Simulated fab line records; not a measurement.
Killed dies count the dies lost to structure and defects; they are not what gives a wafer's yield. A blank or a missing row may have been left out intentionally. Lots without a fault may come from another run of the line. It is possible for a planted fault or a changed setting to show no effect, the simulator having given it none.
A lot that was struck, set against a sound lot / flow sfqLine / 42 out of 325 route steps
Sound: wafers L725.3, L725.4, L725.5. Wafers L735.1, L735.3 were the ones struck. At the end, the cause is stated.
For every step that has rows: the tool of each side, followed by ch and its chambers, followed by its first start. Under that, the readings that differ: sound wafers / struck wafers / difference of the means / sigmas: that difference in standard deviations of wafers without a fault.
alike: readings whose means differ by less than 2 such deviations, and words and numbers that are the same on both sides. not compared: withheld readings, readings that some wafer has no value for, bounds like >300 that may hide the same value, and numbers for which the record gives no deviation and whose values overlap.
The two part at a step that has a row with sigmas, a row that says differs or no value, or rows on one side only. When numbers do not overlap yet have no deviation, they are printed without sigmas and do not part them. A reading missing from all wafers of one side parts the sides only when that side holds two or more wafers.

first, 6 steps without rows for these wafers: SFQ_TRILAYER_M2_LITHO_COAT_062 (resist thk 62 nm); SFQ_TRILAYER_M2_LITHO_COAT_057 (resist thk 600 nm); SFQ_TRILAYER_M2_LITHO_SOFTBAKE_061; SFQ_TRILAYER_M2_LITHO_EXPOSE_058 (exposes mask M2, target cd 500 nm); SFQ_TRILAYER_M2_LITHO_PEB_060 (peb time 60 s); SFQ_TRILAYER_M2_LITHO_DEVELOP_059 (time 60 s).
SFQ_M2_OVL_MEAS_916:
  sound: overlay-01 at day 23 21:53; struck: overlay-02 at day 35 03:55
  alike: M2_OVL
then, 1 step without rows for these wafers: SFQ_TRILAYER_M2_BARC_OPEN_METAL_ETCH_077 (etches BARC in O2, target depth 125 nm, time 41.7 s).
SFQ_TRILAYER_M2_ETCH_METAL_ETCH_060: etches Nb in Cl2/Ar, stops on SiO2, target depth 240 nm, time 120 s.
  sound on rieMetal-04 ch 0,1, day 23 22:01; struck on rieMetal-03 ch 0, day 35 04:00
reading=oesProductAu (a.u.); sound=0.877 0.879 0.892; struck=0.895 0.897; difference=+0.013; sigmas=+2
  alike: drypumpMotorCurrentA
  not compared: rfHoursCounterH
SFQ_TRILAYER_M2_STRIP_STRIP_061: strips in O2.
  sound on rieMetal-04 ch 0,1, day 23 22:18; struck on rieMetal-03 ch 0, day 35 04:08
  alike: drypumpMotorCurrentA, oesProductAu
  not compared: rfHoursCounterH
then, 2 steps without rows for these wafers: SFQ_TRILAYER_M2_STRIP_SOLV_CLEAN_062 (cleans in NMP, time 600 s); SFQ_TRILAYER_I2_DEP_PECVD_063 (deposits SiO2 from SiH4/N2O, time 111.11 s, target thk 500 nm).
SFQ_TRILAYER_I2_CMP_CMP_064: polishes SiO2.
  sound on cmp-01 ch 0,1, day 24 00:17; struck on cmp-01 ch 2,3, day 35 06:47
reading=slurryFilterDpKPa (kPa); sound=13.65 13.80 13.48; struck=13.34 13.35; difference=-0.30; sigmas=-2
reading=timeToEndpointS (s); sound=220 219 227; struck=195 197; difference=-26; sigmas=-4
reading=model.SiO2_of_TRILAYER_I2_DEP_PECVD_063.thkNm (nm); sound=200 200.6 200.1; struck=220.2 220.1; difference=+19.9; sigmas=
  alike: motorCurrentA
SFQ_I2_BOW_MEAS_917:
  sound: filmMetro-01 at day 24 02:50; struck: filmMetro-04 at day 35 09:47
  alike: I2_BOW
SFQ_TRILAYER_I2_METRO_MEASURE_065:
  sound: filmMetro-01 at day 24 03:19; struck: filmMetro-04 at day 35 09:54
reading=thkNm (nm); sound=199.9 200.6 200.0; struck=220.3 220.0; difference=+20.0; sigmas=+22
then, 6 steps without rows for these wafers: SFQ_TRILAYER_I2_VIA_LITHO_COAT_072 (resist thk 62 nm); SFQ_TRILAYER_I2_VIA_LITHO_COAT_067 (resist thk 650 nm); SFQ_TRILAYER_I2_VIA_LITHO_SOFTBAKE_071; SFQ_TRILAYER_I2_VIA_LITHO_EXPOSE_068 (exposes mask I2, target cd 500 nm); SFQ_TRILAYER_I2_VIA_LITHO_PEB_070 (peb time 60 s); SFQ_TRILAYER_I2_VIA_LITHO_DEVELOP_069 (time 60 s).
-- the record jumps here: 5 days lie between the struck wafers' starts before and after --
SFQ_I2_OVL_MEAS_918:
  sound: overlay-02 at day 30 15:37; struck: overlay-02 at day 40 21:31
  alike: I2_OVL
then, 1 step without rows for these wafers: SFQ_TRILAYER_I2_VIA_BARC_OPEN_VIA_ETCH_096 (etches BARC in O2, target depth 125 nm, time 41.7 s).
SFQ_TRILAYER_I2_VIA_ETCH_VIA_ETCH_070: etches SiO2 in CHF3, stops on Nb, target depth 260 nm.
  sound on rieDiel-01 ch 0,1,3, day 30 15:41; struck on rieDiel-03 ch 0,2, day 40 21:35
reading=oesProductAu (a.u.); sound=0.850 0.857 0.848; struck=0.905 0.907; difference=+0.054; sigmas=+11
reading=model.I2.featureDepthNm (nm); sound=200 200.6 200.1; struck=220.2 220.1; difference=+19.9; sigmas=
reading=model.etch.depthNm (nm); sound=200 200.6 200.1; struck=220.2 220.1; difference=+19.9; sigmas=
  alike: drypumpMotorCurrentA
SFQ_TRILAYER_I2_VIA_STRIP_STRIP_071: strips in O2.
  sound on rieMetal-03 ch 0,1, day 30 16:00; struck on rieMetal-01 ch 0,1, day 40 21:42
  alike: drypumpMotorCurrentA, oesProductAu
  not compared: rfHoursCounterH
then, 1 step without rows for these wafers: SFQ_TRILAYER_I2_VIA_STRIP_SOLV_CLEAN_072 (cleans in NMP, time 600 s).
SFQ_TRILAYER_M3_DEP_PRE_CLEAN_074: time 22.5 s.
  sound: pvdSputter-06 at day 30 16:34; struck: pvdSputter-04 at day 40 22:28
reading=model.SiO2_of_TRILAYER_I2_DEP_PECVD_063.thkNm (nm); sound=192.5 193.1 192.6; struck=212.7 212.6; difference=+19.9; sigmas=
SFQ_TRILAYER_M3_DEP_SPUTTER_073: material Nb, target thk 200 nm, time 133.3 s.
  sound: pvdSputter-06 at day 30 16:36; struck: pvdSputter-04 at day 40 22:30
  alike: throttleValvePct
SFQ_M3_RS_MEAS_919: uses a four-point probe to measure.
  sound: filmMetro-02 at day 30 16:44; struck: filmMetro-03 at day 40 22:35
  alike: M3_NB_RS
then, 6 steps without rows for these wafers: SFQ_TRILAYER_M3_LITHO_COAT_080 (resist thk 62 nm); SFQ_TRILAYER_M3_LITHO_COAT_075 (resist thk 600 nm); SFQ_TRILAYER_M3_LITHO_SOFTBAKE_079; SFQ_TRILAYER_M3_LITHO_EXPOSE_076 (exposes mask M3, target cd 500 nm); SFQ_TRILAYER_M3_LITHO_PEB_078 (peb time 60 s); SFQ_TRILAYER_M3_LITHO_DEVELOP_077 (time 60 s).
-- the record jumps here: 5 days lie between the struck wafers' starts before and after --
SFQ_M3_OVL_MEAS_921:
  sound: overlay-02 at day 36 16:10; struck: overlay-01 at day 45 22:34
  alike: M3_OVL
then, 4 steps without rows for these wafers: SFQ_TRILAYER_M3_BARC_OPEN_METAL_ETCH_100 (etches BARC in O2, target depth 125 nm, time 41.7 s); SFQ_TRILAYER_M3_ETCH_METAL_ETCH_078 (etches Nb in Cl2/Ar, stops on SiO2, target depth 240 nm, time 120 s); SFQ_TRILAYER_M3_STRIP_STRIP_079 (strips in O2); SFQ_TRILAYER_M3_STRIP_SOLV_CLEAN_080 (cleans in NMP, time 600 s).
SFQ_TRILAYER_I3_DEP_PECVD_081: deposits SiO2 from SiH4/N2O, time 111.11 s, target thk 500 nm.
  sound on pecvd-03 ch 1,2, day 36 17:09; struck on pecvd-02 ch 0,1, day 45 23:35
reading=heaterPowerW (W); sound=70 43 75; struck=119 79; difference=+36; sigmas=+2
  alike: susceptorTempC, throttleValvePct
-- the record jumps here: 35 days lie between the struck wafers' starts before and after --
SFQ_M8_BOW_MEAS_951:
  sound: filmMetro-01 at day 76 02:55; struck: filmMetro-02 at day 80 19:07
  alike: M8_BOW
  not compared: model.etest.i2.linkOhm

## WHERE THEY PART
Last at SFQ_TRILAYER_I3_DEP_PECVD_081 as far as this record goes, first at SFQ_TRILAYER_M2_ETCH_METAL_ETCH_060. Later steps at which nothing parts them and some readings are alike: SFQ_M8_BOW_MEAS_951.

WHY: the cause the simulator had injected
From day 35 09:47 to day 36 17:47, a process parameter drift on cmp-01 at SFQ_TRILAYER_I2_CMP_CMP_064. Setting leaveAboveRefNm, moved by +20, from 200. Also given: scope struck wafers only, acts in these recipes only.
